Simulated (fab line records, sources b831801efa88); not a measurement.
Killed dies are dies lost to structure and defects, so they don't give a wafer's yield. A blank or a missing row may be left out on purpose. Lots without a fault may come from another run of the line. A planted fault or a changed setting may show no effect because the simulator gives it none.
fab line records | flow sky130
record lots=6 wafers=18 last_day=50
route steps=708 shown POLY_GATE@219
lots that met no fault: from a run of the same line without faults
start_h: hours from the record's first day to the start of the lot's first wafer shown | wait_h: hours since the lot's step before | " the same as in the row above | L1.1+2: a row that stands for several wafers | - no value, or no start given | * or withheld: withheld | < > ~ a bound
route shown NAME@n: a module of which the file shows steps, and the number in the route of the first | usual: mean/standard deviation of fault-free wafers | same: alike in all rows | chamber/n: place in a boat | sites: the reading at each site | _std_site: their standard deviation | _edge_site: outer sites' mean less inner sites' | radius_mm: how far each site lies from the wafer's centre | mask NAME#n: copy n | behind: the tool/chamber that last shaped the wafer | hold: why the lot was held/for how many hours/how that ended | device: the transistor (n, p or np) that didn't switch | end of line: the same wafers' tests at the end of the route | a step without rows: its recipe alone | killed: dies lost to structure and defects at the first sort, not the wafer's yield | map: a wafer's dies, x killed, . not, _ none there
set.NAME: the setting as run; set.NAME@STEP: as run at that earlier step | model.NAME: the simulator's own value behind a step, which no gauge read
lots at some steps of the route; a table a step, a row a wafer
services: from which hour (start_h, from the record's first day; less than 0 if before it) a tool's chamber was out of use, for how many hours, and why
## steps
# step SKY_POLY_GATE_DEHYDRATE_05
# recipe temp_c=200 time_s=60
# step SKY_POLY_GATE_HMDS_06
# recipe prime_time_s=60 prime_temp_c=120
# step SKY_POLY_GATE_COAT_07
# recipe resist=BARC temp_c=withheld time_s=withheld spin_rpm=3000 resist_thk_nm=110
# step SKY_POLY_GATE_COAT_08
# recipe resist=KrF-thick spin_rpm=3000 resist_thk_nm=450
# step SKY_POLY_GATE_SOFTBAKE_09
# recipe temp_c=100 time_s=90 resist=KrF-thick
# step SKY_POLY_GATE_EXPOSE_10
# recipe mask_id=P1M na=0.68 source_shape=conventional sigma_outer=0.6 target_cd_nm=150 dose_mj=28.45
# step SKY_POLY_GATE_PEB_11
# recipe peb_temp_c=withheld peb_time_s=withheld resist=KrF-thick
# step SKY_POLY_GATE_DEVELOP_12
# recipe develop_time_s=60 resist=KrF-thick dev_temp_c=21
# step SKY_POLY_GATE_CD_MEAS_13
# recipe target_cd_nm=150
# usual cd_nm=149.4/1.2
# columns lot.wafer tool chamber start_h wait_h cd_nm
L983.1 cd_sem-01 - 383.13 - 150.2
L983.2 " - " " 150.4
L983.3 " - " " 150.6
L992.2 cd_sem-02 - 469.69 - 149.1
L992.3 " - " " 150.5
L992.4 " - " " 149.9
L994.3 cd_sem-01 - 479.19 - 148.0
L994.4 " - " " 148.4
L994.6 " - " " 147.1
L997.1 cd_sem-02 - 507.12 - 149.2
L997.3 " - " " 148.3
L997.6 " - " " 149.9
L100.2 cd_sem-01 - 523.80 - 147.9
L100.3 " - " " 149.0
L100.4 " - " " 149.6
L105.2 cd_sem-02 - 574.65 - 148.8
L105.3 " - " " 151.2
L105.4 " - " " 150.4
# step SKY_POLY_GATE_OVL_MEAS_14
# usual POLY_GATE_OVL=1/4.9
# columns lot.wafer tool chamber start_h wait_h POLY_GATE_OVL[nm]
L983.1 overlay-01 - 383.25 0.1 2
L983.2 " - " " 6
L983.3 " - " " -1
L992.2 overlay-01 - 469.79 0.1 5
L992.3 " - " " 7
L992.4 " - " " -4
L994.3 overlay-01 - 479.29 0.1 -11
L994.4 " - " " -9
L994.6 " - " " -8
L997.1 overlay-02 - 507.24 0.1 0
L997.3 " - " " 3
L997.6 " - " " 4
L100.2 overlay-02 - 523.90 0.1 0
L100.3 " - " " -5
L100.4 " - " " -1
L105.2 overlay-02 - 574.75 0.1 6
L105.3 " - " " 5
L105.4 " - " " 2
# step SKY_POLY_GATE_ETCH_15
# recipe chemistry=N2/H2 target=BARC ion_energy_ev=200 source_w=500 bias_w=100 pressure_mtorr=30 n2_flow_sccm=100 h2_flow_sccm=200 stop_on=SiO2 time_s=118.5 target_depth_a=1100
# usual drypump_motor_current_A=6.0/0.42 oes_product_au=0.715/0.0047 rf_fwd_power_W=497.2/1.7 run_length_s=146.7/0.42 throttle_valve_pct=13.213/0.0094
# columns lot.wafer tool chamber start_h wait_h drypump_motor_current_A oes_product_au rf_fwd_power_W rf_hours_counter_h run_length_s throttle_valve_pct
L983.1 rie_diel-01 1 383.28 0.0 5.7 0.720 495.5 113 147.0 13.191
L983.2 " 2 " " 5.4 0.719 497.9 1 146.7 13.209
L983.3 " 0 " " 5.6 0.719 497.5 37 146.8 13.206
L992.2 rie_diel-04 3 469.82 0.0 6.2 0.718 500.3 81 147.2 13.211
L992.3 " 1 " " 5.6 0.712 500.0 1 146.6 13.208
L992.4 " 3 " " 6.2 0.720 501.4 - 146.9 13.201
L994.3 rie_diel-02 2 479.31 0.0 5.8 0.712 495.1 42 147.1 13.210
L994.4 " 1 " " 6.4 0.712 494.3 2 146.9 13.216
L994.6 " 1 " " 6.3 0.712 497.0 - 146.9 13.208
L997.1 rie_diel-02 0 507.27 0.0 6.8 0.706 496.9 69 146.3 13.223
L997.3 " 2 " " 5.8 0.717 497.3 42 147.2 13.209
L997.6 " 1 " " 6.4 0.708 495.6 - 147.0 13.219
L100.2 rie_diel-02 2 523.93 0.0 5.8 0.716 496.5 43 146.8 13.228
L100.3 " 3 " " 6.0 0.721 497.0 31 147.1 13.215
L100.4 " 1 " " 6.4 0.719 495.6 3 147.3 13.215
L105.2 rie_diel-02 3 574.78 0.0 6.0 0.702 496.5 32 147.6 13.226
L105.3 " 2 " " 5.8 0.709 495.6 43 146.8 13.209
L105.4 " 0 " " 6.8 0.709 496.3 71 146.1 13.215
# step SKY_POLY_GATE_ETCH_16
# recipe stop_on=poly-Si chemistry=CH3F/O2 target=Si3N4 source_w=400 bias_w=80 pressure_mtorr=25 ch3f_flow_sccm=40 O2_flow_sccm=30 time_s=147.5 target_depth_a=750
# usual drypump_motor_current_A=6.0/0.42 oes_product_au=0.641/0.0051 rf_fwd_power_W=398.1/1.3 run_length_s=175.7/0.4 throttle_valve_pct=10.536/0.0091
# columns lot.wafer tool chamber start_h wait_h drypump_motor_current_A oes_product_au rf_fwd_power_W rf_hours_counter_h run_length_s throttle_valve_pct
L983.1 rie_diel-01 1 383.37 0.0 5.7 0.642 399.3 113 175.6 10.517
L983.2 " 2 " " 5.4 0.640 396.5 1 175.5 10.542
L983.3 " 0 " " 5.6 0.632 397.5 37 176.3 10.535
L992.2 rie_diel-04 3 469.90 0.0 6.2 0.634 398.9 81 175.9 10.545
L992.3 " 1 " " 5.6 0.637 400.4 1 175.5 10.549
L992.4 " 3 " " 6.2 0.634 397.7 - 175.9 10.534
L994.3 rie_diel-02 2 479.39 0.0 5.8 0.644 396.9 42 176.4 10.550
L994.4 " 1 " " 6.3 0.646 399.4 2 176.1 10.516
L994.6 " 1 " " 6.3 0.639 399.2 - 176.6 10.528
L997.1 rie_diel-02 0 507.35 0.0 6.7 0.634 398.8 70 175.3 10.525
L997.3 " 2 " " 5.8 0.646 398.1 42 176.0 10.514
L997.6 " 1 " " 6.3 0.651 395.8 - 176.3 10.531
L100.2 rie_diel-02 2 524.01 0.0 5.8 0.641 397.9 43 176.1 10.531
L100.3 " 3 " " 6.0 0.641 398.8 31 176.3 10.554
L100.4 " 1 " " 6.3 0.642 396.9 3 176.2 10.531
L105.2 rie_diel-02 3 574.86 0.0 6.0 0.629 396.6 32 176.2 10.534
L105.3 " 2 " " 5.8 0.634 398.8 43 176.0 10.531
L105.4 " 0 " " 6.7 0.642 399.4 71 175.1 10.540
# step SKY_POLY_GATE_ETCH_17
# recipe target_depth_nm=180 stop_on=SiO2 over_etch_frac=0.56667 chemistry=HBr/Cl2 target=poly-Si icp_w=400 bias_w=100 pressure_mtorr=10 HBr_flow_sccm=150 Cl2_flow_sccm=50 time_s=70.5
# usual drypump_motor_current_A=5.8/0.44 oes_product_au=0.980/0.0076 rf_fwd_power_W=396.2/1.5 run_length_s=98.9/0.43 throttle_valve_pct=33.683/0.01
# columns lot.wafer tool chamber start_h wait_h drypump_motor_current_A oes_product_au rf_fwd_power_W rf_hours_counter_h run_length_s throttle_valve_pct model.POLY_GATE.feature_depth_nm model.etch.depth_nm model.KrF-thick_of_POLY_GATE_COAT_08.thk_nm
L983.1 rie_si-02 2 383.46 0.0 5.5 0.984 398.0 49 99.1 33.670 179.2 179.2 141.3
L983.2 " 1 " " 5.7 0.975 395.8 16 98.5 33.688 175.8 175.8 137.3
L983.3 " 3 " " 6.1 0.979 396.8 2 98.8 33.685 179.1 179.1 142.1
L992.2 rie_si-02 0 470.00 0.0 6.4 0.996 - 48 80.2 33.683 129.3 129.3 161.8
L992.3 " 1 " " 5.7 0.967 396.0 17 98.5 33.677 174 174 143.8
L992.4 " 3 " " 6.0 0.974 394.9 2 99.1 33.705 177.8 177.8 134.4
L994.3 rie_si-02 2 479.49 0.0 5.5 0.983 395.0 50 98.6 33.674 178.1 178.1 149.3
L994.4 " 0 " " 6.4 1.000 - 48 80.2 33.683 130.1 130.1 170.5
L994.6 " 0 " " 6.4 0.994 - - 80.8 33.678 130.5 130.5 168.2
L997.1 rie_si-01 2 507.45 0.0 4.7 0.986 397.9 16 98.7 33.675 177.9 177.9 140.7
L997.3 " 3 " " 5.8 0.992 394.6 4 98.9 33.673 179.7 179.7 146.6
L997.6 " 3 " " 5.8 0.976 394.3 - 98.5 33.683 178.7 178.7 144.1
L100.2 rie_si-01 0 524.11 0.0 5.9 0.991 396.8 3 99.0 33.707 178.3 178.3 147.6
L100.3 " 2 " " 4.7 0.979 397.7 16 98.5 33.696 176.7 176.7 139.7
L100.4 " 3 " " 5.8 0.989 397.5 4 98.2 33.685 178.1 178.1 145.4
L105.2 rie_si-01 3 574.96 0.0 5.8 0.976 396.5 4 98.5 33.692 177.6 177.6 141.2
L105.3 " 1 " " 6.0 0.967 395.1 30 99.2 33.678 172.4 172.4 153.2
L105.4 " 0 " " 5.9 0.996 395.2 3 99.5 33.673 179.7 179.7 139.5
# step SKY_POLY_GATE_STRIP_18
# recipe chemistry=O2/N2 power_w=1400 pressure_mtorr=1500 platen_temp_c=withheld o2_flow_sccm=3000 n2_flow_sccm=300 overash_fraction=0.5
# usual drypump_motor_current_A=6.0/0.62 oes_product_au=0.361/0.0049 strip_time_to_endpoint_s=3.17/0.05
# columns lot.wafer tool chamber start_h wait_h drypump_motor_current_A oes_product_au rf_hours_counter_h strip_time_to_endpoint_s
L983.1 plasma_asher-04 1 383.52 0.0 6.0 0.363 25 3.18
L983.2 " 0 " " 6.7 0.355 25 3.14
L983.3 " 1 " " 6.1 0.356 - 3.20
L992.2 plasma_asher-02 0 470.06 0.0 5.5 0.374 76 3.39
L992.3 " 1 " " 6.7 0.370 - 3.21
L992.4 " 0 " " 5.5 0.352 - 3.10
L994.3 plasma_asher-02 0 479.58 0.1 5.5 0.366 - 3.27
L994.4 " 1 " " 6.7 0.373 - 3.49
L994.6 " 0 " " 5.5 0.376 - 3.48
L997.1 plasma_asher-04 1 507.51 0.0 6.1 0.360 37 3.17
L997.3 " 1 " " 6.1 0.359 - 3.23
L997.6 " 1 " " 6.1 0.365 - 3.21
L100.2 plasma_asher-04 1 524.17 0.0 6.1 0.361 39 3.25
L100.3 " 0 " " 6.7 0.362 - 3.15
L100.4 " 1 " " 6.1 0.356 - 3.23
L105.2 plasma_asher-01 0 575.02 0.0 5.4 0.365 78 3.16
L105.3 " 0 " " 5.4 0.370 - 3.31
L105.4 " 1 " " 5.0 0.368 - 3.16
# step SKY_POLY_GATE_CLEAN_19
# recipe chemistry=SC1/SC2 mix=1:4:20 temp_c=70 time_s=150 dry=n2_spin
## services
# columns tool chamber start_h hours kind
rie_diel-02 1 365.65 - clean
rie_diel-02 1 365.65 26.1 scheduled_down
plasma_asher-02 - 372.87 12.5 repair
rie_diel-01 3 376.95 15.5 repair
rie_si-02 0 377.24 15.6 repair
rie_diel-04 2 383.54 6.3 repair
rie_si-01 - 390.02 2.8 pm
plasma_asher-04 - 406.08 2.8 pm
rie_si-02 - 407.87 2.8 pm
rie_si-01 0 413.77 2.5 repair
plasma_asher-02 - 419.46 2.7 repair
rie_si-02 - 423.06 1.2 repair
plasma_asher-04 - 430.45 1.0 repair
rie_diel-01 2 440.05 2.8 repair
rie_diel-01 - 457.21 0.9 repair
rie_diel-04 1 458.71 5.9 repair
rie_diel-04 2 460.38 15.4 repair
rie_diel-01 1 469.77 4.8 repair
rie_si-01 - 472.92 2.0 repair
rie_si-02 2 484.11 5.1 repair
rie_diel-04 1 497.68 3.0 repair
rie_si-02 3 530.17 5.5 repair
rie_diel-02 - 554.31 14.6 pm
rie_diel-04 2 558.03 8.6 repair
## key
first_sign step=SKY_POLY_GATE_ETCH_17 reading=run_length_s direction=down sigmas=43 usual=* struck=*
effect step=SKY_POLY_GATE_ETCH_17 reading=oes_product_au direction=up sigmas=2.2 usual=0.980 struck=0.997 wafers_moved=1
effect step=SKY_POLY_GATE_STRIP_18 reading=strip_time_to_endpoint_s direction=up sigmas=5.5 usual=* struck=*
model_effect step=SKY_POLY_GATE_ETCH_17 value=POLY_GATE.feature_depth_nm without=178 struck=130
met_at SKY_POLY_GATE_ETCH_17
struck_wafers L992.2,L994.4,L994.6
later_rows_left_out L992.2,L994.4,L994.6
sort_left_out L992.2,L994.4,L994.6
tester_left_out L992,L994
fault kind=process_parameter_drift tool=rie_si-02 chamber=0 onset_h=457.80 steps=SKY_POLY_GATE_ETCH_17 channel=time_s offset=* shape=step end_h=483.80 acts_in=* stated=*
# tester_left_out: of these lots the tester's yield and bins aren't shown, on N5 and GAA mostly nor the transistor test; their killed dies are dies lost to structure and defects alone, not to doping, threshold or leakage, so they don't give the yield
# sort_left_out: the simulated sort isn't trusted on such a fault, so these wafers' sort isn't shown, and their yield isn't known
# later_rows_left_out: the simulator's readings of these wafers behind a module that went badly wrong aren't trusted and aren't shown, but for the sort
